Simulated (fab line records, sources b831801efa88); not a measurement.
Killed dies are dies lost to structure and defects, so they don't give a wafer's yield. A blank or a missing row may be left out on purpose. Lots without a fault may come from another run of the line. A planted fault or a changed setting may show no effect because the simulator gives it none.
Which tool did it? | flow sky130 | 14 lots, 42 wafers sampled, at 5 steps of a route of 708

WHAT THE GAUGES READ, wafer by wafer
SKY_FIELD_ISO_THK_MEAS_02.
lot  | measured    | on            | FIELD_ISO_OXIDATION_00_THK (nm)
L507 | day 1 13:10 | film_metro-02 | 11.96 11.77 12.11
L508 | day 1 17:36 | film_metro-03 | 12.20 11.98 12.02
L509 | day 1 21:55 | film_metro-03 | 12.08 11.77 11.76
L511 | day 2 09:54 | film_metro-03 | 11.62 11.60 11.63
L512 | day 2 12:56 | film_metro-01 | 11.87 11.83 11.85
L513 | day 2 18:04 | film_metro-02 | 11.74 11.76 11.63
L515 | day 3 03:44 | film_metro-02 | 11.64 11.93 11.68
L516 | day 3 09:01 | film_metro-03 | 12.10 12.05 12.08
L519 | day 3 23:38 | film_metro-02 | 12.44 12.21 12.33
L520 | day 4 05:22 | film_metro-03 | 11.78 11.68 11.69
L521 | day 4 09:39 | film_metro-03 | 11.81 12.01 11.91
L522 | day 4 14:55 | film_metro-03 | 12.55 12.39 12.19
L527 | day 5 16:17 | film_metro-02 | 11.96 12.17 12.03
L530 | day 6 07:59 | film_metro-02 | 11.99 12.02 11.95

SKY_DNWELL_TW_MEAS_09.
lot  | measured    | on            | DNWELL_TW
L507 | day 3 06:59 | film_metro-04 | 1127 1125 1121
L508 | day 3 11:21 | film_metro-02 | 1142 1138 1142
L509 | day 3 12:57 | film_metro-01 | 1089 1094 1097
L511 | day 4 03:14 | film_metro-02 | 1136 1136 1131
L512 | day 4 07:26 | film_metro-01 | 1090 1090 1095
L513 | day 4 11:41 | film_metro-04 | 1104 1116 1104
L515 | day 4 23:11 | film_metro-01 | 1091 1090 1086
L516 | day 5 04:41 | film_metro-01 | 1093 1088 1096
L519 | day 5 20:20 | film_metro-01 | 1103 1101 1097
L520 | day 6 00:44 | film_metro-02 | 1122 1123 1127
L521 | day 6 07:16 | film_metro-04 | 30 30 30
L522 | day 6 14:05 | film_metro-02 | 30 31 30
L527 | day 7 18:33 | film_metro-04 | 1116 1116 1112
L530 | day 8 09:17 | film_metro-01 | 1104 1107 1104

SKY_PWDE_TW_MEAS_10.
lot  | measured    | on            | PWDE_TW
L507 | day 3 23:47 | film_metro-01 | 369 367 367
L508 | day 4 04:14 | film_metro-01 | 367 368 369
L509 | day 4 06:05 | film_metro-04 | 373 372 372
L511 | day 4 20:22 | film_metro-01 | 368 368 367
L512 | day 5 00:38 | film_metro-04 | 377 375 377
L513 | day 5 05:35 | film_metro-01 | 372 368 370
L515 | day 5 17:04 | film_metro-04 | 377 377 375
L516 | day 5 23:09 | film_metro-02 | 381 381 382
L519 | day 6 14:49 | film_metro-02 | 379 378 379
L520 | day 6 20:11 | film_metro-04 | 374 374 376
L521 | day 7 02:36 | film_metro-04 | 375 375 374
L522 | day 7 09:35 | film_metro-02 | 378 379 377
L527 | day 8 15:35 | film_metro-02 | 381 381 379
L530 | day 9 06:20 | film_metro-02 | 381 381 378

WHICH TOOL RAN EACH LOT (tool, then ch and the chambers of the sampled wafers, then the start)
lot  | SKY_FIELD_ISO_ETCH_15             | SKY_DNWELL_EXPOSE_04
L507 | rie_diel-01 ch 1,3, day 2 06:34   | iline_stepper-01 ch 0, day 2 22:36
L508 | rie_diel-04 ch 1,2,3, day 2 10:52 | iline_stepper-02 ch 0, day 3 02:52
L509 | rie_diel-02 ch 0,2,3, day 2 14:34 | iline_stepper-02 ch 0, day 3 05:07
L511 | rie_diel-02 ch 0,3, day 3 02:40   | iline_stepper-02 ch 0, day 3 18:38
L512 | rie_diel-04 ch 0,2,3, day 3 07:13 | iline_stepper-02 ch 0, day 3 23:18
L513 | rie_diel-04 ch 0,2, day 3 11:10   | iline_stepper-01 ch 0, day 4 03:19
L515 | rie_diel-04 ch 0,2,3, day 3 21:48 | iline_stepper-01 ch 0, day 4 14:04
L516 | rie_diel-01 ch 0,2,3, day 4 03:48 | iline_stepper-01 ch 0, day 4 19:33
L519 | rie_diel-04 ch 0,1,3, day 4 19:02 | iline_stepper-01 ch 0, day 5 11:14
L520 | rie_diel-02 ch 0,2,3, day 5 00:47 | iline_stepper-02 ch 0, day 5 15:59
L521 | rie_diel-04 ch 0,1, day 5 06:44   | iline_stepper-01, day 5 22:21
L522 | rie_diel-01 ch 0,3, day 5 11:29   | iline_stepper-01, day 6 04:41
L527 | rie_diel-01 ch 0,2,3, day 6 13:16 | iline_stepper-02 ch 0, day 7 08:47
L530 | rie_diel-02 ch 0,1,3, day 7 04:56 | iline_stepper-02 ch 0, day 7 22:36
- SKY_FIELD_ISO_ETCH_15: etches the open film in CHF3/O2, stops on Si, target depth 180 nm, time 72 s.
- SKY_DNWELL_EXPOSE_04: exposes mask DNM, target cd 3000 nm.

WHAT THE TOOLS THEMSELVES READ (means of the sampled wafers that have a number; where no wafer has one, the mark that the record gives instead)
SKY_FIELD_ISO_ETCH_15.
lot  | tool        | drypump_motor_current_A (A) | oes_product_au (a.u.) | throttle_valve_pct (%)
L507 | rie_diel-01 | 5.80                        | 0.942                 | 8.843
L508 | rie_diel-04 | 5.80                        | 0.937                 | 8.845
L509 | rie_diel-02 | 5.98                        | 0.949                 | 8.841
L511 | rie_diel-02 | 6.00                        | 0.936                 | 8.839
L512 | rie_diel-04 | 5.75                        | 0.959                 | 8.842
L513 | rie_diel-04 | 5.92                        | 0.939                 | 8.840
L515 | rie_diel-04 | 5.75                        | 0.956                 | 8.847
L516 | rie_diel-01 | 5.76                        | 0.951                 | 8.840
L519 | rie_diel-04 | 5.92                        | 0.944                 | 8.848
L520 | rie_diel-02 | 6.01                        | 0.945                 | 8.848
L521 | rie_diel-04 | 6.09                        | 0.947                 | 8.844
L522 | rie_diel-01 | 5.50                        | 0.954                 | 8.842
L527 | rie_diel-01 | 5.76                        | 0.947                 | 8.845
L530 | rie_diel-02 | 6.08                        | 0.945                 | 8.841

SKY_DNWELL_EXPOSE_04.
lot  | tool             | exposure_dose_mJ_cm2 | focus_offset_nm (nm)
L507 | iline_stepper-01 | 221.99               | 0.7
L508 | iline_stepper-02 | 222.13               | 0.1
L509 | iline_stepper-02 | 222.35               | -0.2
L511 | iline_stepper-02 | 222.06               | 0.0
L512 | iline_stepper-02 | 221.91               | 0.4
L513 | iline_stepper-01 | 221.76               | -0.1
L515 | iline_stepper-01 | 221.89               | 0.3
L516 | iline_stepper-01 | 222.14               | 0.1
L519 | iline_stepper-01 | 221.89               | 0.3
L520 | iline_stepper-02 | 222.06               | 0.1
L521 | iline_stepper-01 | -                    | -
L522 | iline_stepper-01 | -                    | -
L527 | iline_stepper-02 | 222.19               | -0.2
L530 | iline_stepper-02 | 222.04               | -0.1

THE ANSWER, worked out from the rows above alone
Rule: what is usual is taken from the lots themselves. Put in order of their means at a reading, lots are off if they are a third of the lots or fewer, leave a main group of 4 or more, and stand apart from it by a gap of 3 or more times the standard deviation of the main group's means; of several such gaps the widest counts. A main group whose means are all the same, to the digits that the tables above print for the reading, isn't used. A lot without any number at a reading at which 4 lots or more have one is off too. The other lots that the step has rows for count as sound. The gauges are gone through in route order, then the tools' own readings, and for those a lot's mean is taken as printed above. The first step at which some lot is off is used, and at that step the reading that is off furthest; a lot without a number counts as furthest.
Off: L521, L522, at SKY_DNWELL_TW_MEAS_09 (DNWELL_TW). The main group: mean 1110, standard deviation 17.
A tool fits if, at a process step before that reading, it ran every lot that is off, and no sound lot after the first of them. The gauges at SKY_DNWELL_TW_MEAS_09 aren't tried: what is off there is off at SKY_DNWELL_EXPOSE_04 too, on other tools, and a gauge's error can't cause that. One fits: iline_stepper-01 at SKY_DNWELL_EXPOSE_04. Its last sound lot is L519 (day 5 11:14), its first lot that is off L521 (day 5 22:21): a fault that began between those two fits.
Blank at SKY_DNWELL_EXPOSE_04 on the lots that are off, where sound lots have numbers: exposure_dose_mJ_cm2, focus_offset_nm.

WHAT THE SIMULATOR HAD PUT IN
Skipped step whole: iline_stepper-01, from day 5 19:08 on, at SKY_DNWELL_EXPOSE_04. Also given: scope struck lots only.
Lots struck among those shown: L521, L522. The rule above found the same.
